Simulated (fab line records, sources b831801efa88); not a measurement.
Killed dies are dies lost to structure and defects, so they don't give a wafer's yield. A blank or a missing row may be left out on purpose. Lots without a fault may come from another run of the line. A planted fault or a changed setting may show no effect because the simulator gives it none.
Which tool did it? | flow sky130 | 13 lots, 39 wafers sampled, at 4 steps of a route of 708

WHAT THE GAUGES READ, wafer by wafer
SKY_NWELL_RS_MEAS_31: measures by four-point-probe.
lot  | measured     | on            | PWDE_RS (ohm/sq)
L361 | day 5 09:18  | film_metro-03 | 5333 5317 5335
L362 | day 5 13:37  | film_metro-03 | 5381 5364 5391
L365 | day 6 11:25  | film_metro-01 | 5356 5325 5350
L366 | day 6 14:39  | film_metro-01 | 5393 5375 5387
L367 | day 6 23:20  | film_metro-01 | 5357 5348 5364
L369 | day 7 06:06  | film_metro-02 | 5366 5352 5364
L370 | day 7 19:34  | film_metro-03 | 5335 5353 5350
L372 | day 8 07:15  | film_metro-01 | 5392 5380 5381
L373 | day 8 11:22  | film_metro-01 | 5338 5318 5341
L381 | day 10 11:27 | film_metro-01 | 5415 5368 5375
L382 | day 10 19:21 | film_metro-01 | 5368 5366 5370
L383 | day 10 21:22 | film_metro-03 | 5325 5331 5330
L384 | day 11 03:46 | film_metro-01 | 5378 5370 5374

SKY_VT_ADJUST_HVTP_TW_MEAS_11.
lot  | measured     | on            | VT_ADJUST_HVTP_TW
L361 | day 6 03:11  | film_metro-03 | 1355 1352 1349
L362 | day 6 08:17  | film_metro-01 | 1355 1352 1356
L365 | day 7 07:31  | film_metro-03 | 1341 1342 1347
L366 | day 7 10:19  | film_metro-03 | 1346 1333 1345
L367 | day 7 20:23  | film_metro-03 | 1338 1345 1347
L369 | day 8 03:56  | film_metro-03 | 1335 1346 1337
L370 | day 8 15:52  | film_metro-03 | 1342 1350 1345
L372 | day 9 03:02  | film_metro-03 | 1343 1338 1346
L373 | day 9 06:34  | film_metro-03 | 1348 1346 1352
L381 | day 11 10:47 | film_metro-03 | 1341 1334 1337
L382 | day 11 19:32 | film_metro-03 | 1339 1346 1340
L383 | day 11 21:45 | film_metro-04 | 1356 1364 1362
L384 | day 12 04:38 | film_metro-04 | 1354 1354 1356

WHICH TOOL RAN EACH LOT (tool, then ch and the chambers of the sampled wafers, then the start)
lot  | SKY_NWELL_EXPOSE_07                | SKY_VT_ADJUST_HVTP_STRIP_10
L361 | iline_stepper-02 ch 0, day 4 06:16 | plasma_asher-04 ch 0,1, day 6 03:05
L362 | iline_stepper-02 ch 0, day 4 10:29 | plasma_asher-02 ch 0,1, day 6 08:11
L365 | iline_stepper-01 ch 0, day 5 06:29 | plasma_asher-02 ch 0,1, day 7 07:26
L366 | iline_stepper-01 ch 0, day 5 09:37 | plasma_asher-03 ch 1, day 7 10:13
L367 | iline_stepper-02 ch 0, day 5 17:55 | plasma_asher-02 ch 0,1, day 7 20:16
L369 | iline_stepper-02 ch 0, day 5 23:44 | plasma_asher-02 ch 0,1, day 8 03:50
L370 | iline_stepper-01 ch 0, day 6 12:40 | plasma_asher-04 ch 0,1, day 8 15:46
L372 | iline_stepper-02 ch 0, day 6 23:35 | plasma_asher-02 ch 0,1, day 9 02:56
L373 | iline_stepper-02 ch 0, day 7 03:14 | plasma_asher-04 ch 1, day 9 06:28
L381 | iline_stepper-02 ch 0, day 9 01:14 | plasma_asher-03 ch 0,1, day 11 10:43
L382 | iline_stepper-01 ch 0, day 9 07:27 | plasma_asher-02 ch 0,1, day 11 19:25
L383 | iline_stepper-01 ch 0, day 9 10:16 | plasma_asher-02 ch 0,1, day 11 21:38
L384 | iline_stepper-01 ch 0, day 9 16:05 | plasma_asher-02 ch 0,1, day 12 04:32
- SKY_NWELL_EXPOSE_07: exposes mask NWM, target cd 840 nm.
- SKY_VT_ADJUST_HVTP_STRIP_10: strips in O2/N2.

WHAT THE TOOLS THEMSELVES READ (means of the sampled wafers that have a number; where no wafer has one, the mark that the record gives instead)
SKY_NWELL_EXPOSE_07.
lot  | tool             | exposure_dose_mJ_cm2
L361 | iline_stepper-02 | 255.00
L362 | iline_stepper-02 | 254.82
L365 | iline_stepper-01 | 255.01
L366 | iline_stepper-01 | 255.08
L367 | iline_stepper-02 | 255.27
L369 | iline_stepper-02 | 255.00
L370 | iline_stepper-01 | 255.19
L372 | iline_stepper-02 | 255.22
L373 | iline_stepper-02 | 255.45
L381 | iline_stepper-02 | 255.08
L382 | iline_stepper-01 | 255.23
L383 | iline_stepper-01 | 254.91
L384 | iline_stepper-01 | 254.95

SKY_VT_ADJUST_HVTP_STRIP_10.
lot  | tool            | drypump_motor_current_A (A) | oes_product_au (a.u.) | strip_time_to_endpoint_s (s)
L361 | plasma_asher-04 | 5.5                         | 0.714                 | 14.21
L362 | plasma_asher-02 | 5.6                         | 0.715                 | 14.22
L365 | plasma_asher-02 | 5.6                         | 0.712                 | 14.16
L366 | plasma_asher-03 | 6.0                         | 0.714                 | 14.21
L367 | plasma_asher-02 | 5.4                         | 0.715                 | 14.11
L369 | plasma_asher-02 | 5.6                         | 0.711                 | 14.14
L370 | plasma_asher-04 | 5.4                         | 0.715                 | 14.15
L372 | plasma_asher-02 | 5.6                         | 0.713                 | 14.09
L373 | plasma_asher-04 | 5.6                         | 0.711                 | 14.23
L381 | plasma_asher-03 | 5.8                         | 0.713                 | 14.15
L382 | plasma_asher-02 | 5.6                         | 0.715                 | 14.18
L383 | plasma_asher-02 | 5.4                         | 0.716                 | 14.18
L384 | plasma_asher-02 | 5.4                         | 0.713                 | 14.14

THE ANSWER, worked out from the rows above alone
Rule: what is usual is taken from the lots themselves. Put in order of their means at a reading, lots are off if they are a third of the lots or fewer, leave a main group of 4 or more, and stand apart from it by a gap of 3 or more times the standard deviation of the main group's means; of several such gaps the widest counts. A main group whose means are all the same, to the digits that the tables above print for the reading, isn't used. A lot without any number at a reading at which 4 lots or more have one is off too. The other lots that the step has rows for count as sound. The gauges are gone through in route order, then the tools' own readings, and for those a lot's mean is taken as printed above. The first step at which some lot is off is used, and at that step the reading that is off furthest; a lot without a number counts as furthest.
No lot is off at any reading shown: from this, nothing can be told.

WHAT THE SIMULATOR HAD PUT IN
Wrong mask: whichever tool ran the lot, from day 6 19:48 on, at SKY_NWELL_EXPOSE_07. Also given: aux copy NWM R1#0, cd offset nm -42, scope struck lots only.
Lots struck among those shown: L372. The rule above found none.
